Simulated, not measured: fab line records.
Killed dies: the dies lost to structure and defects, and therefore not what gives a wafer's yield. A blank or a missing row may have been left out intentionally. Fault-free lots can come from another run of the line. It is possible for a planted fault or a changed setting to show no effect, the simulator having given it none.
Comparing a struck lot with a sound one	flow sky130	38 steps out of a route of 708
Sound: these wafers, L962.1, L962.3, L962.4. Wafers struck: L973.2, L973.5, L973.6. Last of all comes the cause.
Each step with rows lists, per side, the tool, then ch with its chambers, then its first start. Under that, the readings that differ: sound wafers	struck wafers	difference of the means	sigmas: that difference in standard deviations of wafers without a fault.
alike: readings with means less than 2 such deviations apart, plus words and numbers identical on both sides. not compared: withheld readings, readings lacking a value on some wafer, bounds such as >300 that could conceal the same value, and numbers that have no deviation in the record and whose values overlap.
Wherever a step has rows on one side only, a row that says differs or no value, or a row with sigmas, the two part there. Non-overlapping numbers with no deviation appear without sigmas and do not part them. A reading that every wafer of one side lacks parts them only if that side has two wafers or more.

first, 9 steps without rows for these wafers: SKY_VIA2_SPUTTER_20 (material TiN, target thk 20 nm, time 80 s); SKY_VIA2_CVD_21 (deposits W, target thk 420 nm, time 126.4 s); SKY_VIA2_CMP_24 (polishes, stops on SiO2, t overpolish 20 s, target thk 0 nm); SKY_METAL3_SPUTTER_00 (material Ti, target thk 15 nm, time 10 s); SKY_METAL3_SPUTTER_01 (material TiN, target thk 20 nm, time 16.7 s); SKY_METAL3_SPUTTER_02 (material AlCu, target thk 735 nm, time 39.1 s); SKY_METAL3_SPUTTER_03 (material Ti, target thk 5 nm, time 3.3 s); SKY_METAL3_SPUTTER_04 (material TiN, target thk 70 nm, time 58.3 s); SKY_CAPM_CVD_00 (deposits SiO2, target thk 15.5 nm).
SKY_CAPM_SPUTTER_02: material TiN, target thk 200 nm, time 166.7 s.
  sound on pvdSputter-04, day 36 09:16; struck on pvdSputter-04, day 39 19:56
reading	sound	struck	difference	sigmas
cathodeDcPowerW (W)	6498.8 6498.9 6504.0	6201.8 6203.6 6205.2	-297.0	-99 or more
model.TiN_of_CAPM_SPUTTER_02.thkNm (nm)	200.2 202.4 202.7	190.3 188.3 190.9	-11.9	
  alike: throttleValvePct
SKY_CAPM_RS_MEAS_03: measurement is done with a four-point probe.
  sound on filmMetro-03, day 36 09:22; struck on filmMetro-03, day 39 20:04
reading	sound	struck	difference	sigmas
CAPM_TIN_RS (ohm/sq)	6.90 6.82 6.82	7.26 7.35 7.23	+0.43	+6
SKY_CAPM_THK_MEAS_04: measures by xrf.
  sound on filmMetro-03, day 36 09:29; struck on filmMetro-03, day 39 20:10
reading	sound	struck	difference	sigmas
CAPM_TIN_THK (nm)	199.9 202.8 202.4	190.3 187.8 190.4	-12.2	-5
then, 7 steps without rows for these wafers: SKY_CAPM_DEHYDRATE_05 (time 60 s); SKY_CAPM_HMDS_06 (prime time 60 s); SKY_CAPM_COAT_07 (resist thk 1140 nm); SKY_CAPM_SOFTBAKE_08 (time 60 s); SKY_CAPM_EXPOSE_09 (exposes mask CAPM, target cd 1000 nm); SKY_CAPM_PEB_10; SKY_CAPM_DEVELOP_11 (develop time 60 s).
SKY_CAPM_METAL_ETCH_13: etches TiN in Cl2/BCl3, stops on SiO2, target depth 220 nm, time 62.9 s.
  sound on rieMetal-04 ch 0,1, day 37 11:26; struck on rieMetal-03 ch 0,1, day 40 20:56
reading	sound	struck	difference	sigmas
oesProductAu (a.u.)	0.931 0.949 0.948	0.916 0.906 0.909	-0.032	-5
throttleValvePct (%)	21.892 21.896 21.898	21.915 21.914 21.915	+0.019	+2
model.etch.depthNm (nm)	200.2 202.4 202.7	190.3 188.3 190.9	-11.9	
model.CAPM.featureDepthNm (nm)	200.2 202.4 202.7	190.3 188.3 190.9	-11.9	
  alike: drypumpMotorCurrentA, rfFwdPowerW
  not compared: rfHoursCounterH
then, 16 steps without rows for these wafers: SKY_CAPM_STRIP_14 (strips in O2/N2); SKY_CAPM_STRIP_15 (strips in post etch residue remover, time 1200 s); SKY_CAPM_CLEAN_16 (cleans in IPA, time 180 s); SKY_CAPM_CLEAN_17 (cleans in O3/DIW); SKY_METAL3_DEHYDRATE_05 (time 60 s); SKY_METAL3_HMDS_06 (prime time 60 s); SKY_METAL3_COAT_07 (resist thk 60 nm); SKY_METAL3_COAT_08 (resist thk 1140 nm); SKY_METAL3_SOFTBAKE_09 (time 90 s); SKY_METAL3_EXPOSE_10 (exposes mask MM3, target cd 300 nm); SKY_METAL3_PEB_11; SKY_METAL3_DEVELOP_12 (develop time 60 s); SKY_METAL3_DESCUM_15 (chemistry O2, time 8 s); SKY_METAL3_ETCH_16 (etches BARC in N2/H2, stops on SiO2, time 88.2 s, target depth 60 nm); SKY_METAL3_ETCH_17 (etches SiO2 in C4F8/O2/Ar, stops on TiN, time 3.9 s, target depth 15 nm); SKY_METAL3_METAL_ETCH_18 (etches the open film in Cl2/BCl3, stops on SiO2, target depth 845 nm, time 183.1 s).
SKY_METAL3_STRIP_20: strips in post etch residue remover, time 1200 s.
  sound on wetBench-01 ch 2, day 38 14:44; struck on wetBench-04 ch 0, day 41 23:02
reading	sound	struck	difference	sigmas
model.TiN_of_CAPM_SPUTTER_02.thkNm (nm)	199.4 201.5 201.8	189.5 187.5 190	-11.9	
-- the record jumps here: 7 days lie between the struck wafers' starts before and after (it left off in module METAL3 and takes up again in module PAD_OPEN, whose first step shown is number 708 of the route) --
SKY_PAD_OPEN_PROBE_99:
  sound on prober-01, day 45 20:16; struck on prober-01, day 48 15:39
reading	sound	struck	difference	sigmas
model.etest.capMim.plateOhmSq	5.992 5.913 5.92	6.343 6.348 6.309	+0.392	
  alike: defectLimitedYield, killed_at_M0_to_M3, killed_at_M4_up, killedAtContacts, killedAtFrontEnd, killedAtOther, killedDies, killedOpen, killedShort, sort_bin_3_pad_short, sort_bin_5_function, sort_bin_6_memory, sortNPass, sortYieldPct

## WHERE THEY PART
Earliest at SKY_CAPM_SPUTTER_02; latest, in this record, at SKY_CAPM_METAL_ETCH_13. Later steps at which nothing parts them and some readings are alike: SKY_PAD_OPEN_PROBE_99.

WHY: what had been put in by the simulator
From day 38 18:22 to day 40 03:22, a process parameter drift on pvdSputter-04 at SKY_CAPM_SPUTTER_02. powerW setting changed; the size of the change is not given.
